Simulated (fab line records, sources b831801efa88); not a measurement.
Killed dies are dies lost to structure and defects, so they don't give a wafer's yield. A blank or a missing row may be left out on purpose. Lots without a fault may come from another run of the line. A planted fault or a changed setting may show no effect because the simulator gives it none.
One fault seen from 2 desks | flow gf180mcu | each desk has only its own numbers; what lay behind them comes last

THE TOOL OWNER'S DESK: implanter-04
The tool's own readings at GF_LVPWELL_IMPLANT_08: means of the sampled wafers that have a number, for each lot that ran on this tool. A lot is out of limits, marked OUT, if its mean lies more than 4 standard deviations from the usual mean; the brackets give that distance.
Columns: A = beam_energy_keV at GF_LVPWELL_IMPLANT_08, usual 170.00; B = dose_ions_cm2 at GF_LVPWELL_IMPLANT_08, usual 1.5003e+13; C = faraday_current_uA at GF_LVPWELL_IMPLANT_08, usual 84.5; D = tilt_deg at GF_LVPWELL_IMPLANT_08, usual -0.002 degrees
lot  | first seen here | A                        | B          | C    | D
L688 | day 3 22:53     | 170.01                   | 1.4991e+13 | 85.1 | -0.022
L691 | day 4 13:23     | 170.00                   | 1.4985e+13 | 84.1 | 0.035
L692 | day 4 18:47     | 170.03                   | 1.5014e+13 | 83.8 | -0.025
L706 | day 8 01:35     | 181.90 (+99 or more) OUT | 1.5019e+13 | 86.3 | 0.005
L708 | day 8 12:53     | 181.84 (+99 or more) OUT | 1.5011e+13 | 83.9 | -0.001
L709 | day 8 20:12     | 181.92 (+99 or more) OUT | 1.4999e+13 | 84.4 | -0.009
This desk's finding: out of limits on L706, L708, L709; first on L706, day 8 01:35 (beam_energy_keV at GF_LVPWELL_IMPLANT_08). In limits: L688, L691, L692.

THE METROLOGY DESK
What the gauges read, lot by lot, whatever tool the lot ran on: means of the sampled wafers that have a number. A lot is out of limits, marked OUT, if its mean lies more than 4 standard deviations from the usual mean; the brackets give that distance.
Columns: A = STI_OXIDATION_01_THK at GF_STI_THK_MEAS_22, usual 14.99 nm; B = LVPWELL_RS at GF_VT_IMPLANT_RS_MEAS_48, usual 1195 ohm/sq
lot  | first seen here | A     | B
L688 | day 2 05:58     | 14.66 | 1193
L691 | day 2 18:58     | 14.74 | 1194
L692 | day 2 23:50     | 14.98 | 1194
L693 | day 3 05:08     | 15.20 | 1196
L694 | day 3 12:29     | 15.10 | 1191
L695 | day 3 16:33     | 14.94 | 1196
L696 | day 3 20:14     | 14.67 | 1192
L697 | day 4 02:45     | 14.72 | 1198
L698 | day 4 06:18     | 14.81 | 1196
L699 | day 4 12:13     | 15.32 | 1191
L706 | day 6 00:17     | 15.30 | 1182 (-4.3) OUT
L708 | day 6 10:27     | 15.21 | 1178 (-5.6) OUT
L709 | day 6 16:08     | 15.29 | 1183
This desk's finding: out of limits on L706, L708; first on L706, day 12 14:20 (LVPWELL_RS at GF_VT_IMPLANT_RS_MEAS_48). In limits: L688, L691, L692, L693, L694, L695, L696, L697, L698, L699, L709.

PUT TOGETHER
The tool owner's desk could have raised an alarm at day 8 01:35, on L706, L708, L709.
The metrology desk could have raised an alarm at day 12 14:20, on L706, L708.
The metrology desk has L709 on record, within its limits.
Of the lots named, all ran GF_LVPWELL_IMPLANT_08 on implanter-04.

WHAT THE SIMULATOR HAD PUT IN
Process parameter drift: implanter-04, from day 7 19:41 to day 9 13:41, at GF_LVPWELL_IMPLANT_08. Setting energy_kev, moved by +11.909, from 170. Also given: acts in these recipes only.
Lots struck among those shown: L706, L708, L709.
Hours from the fault's start to each desk's first reading out of limits: the tool owner's desk, 6; the metrology desk, 115.
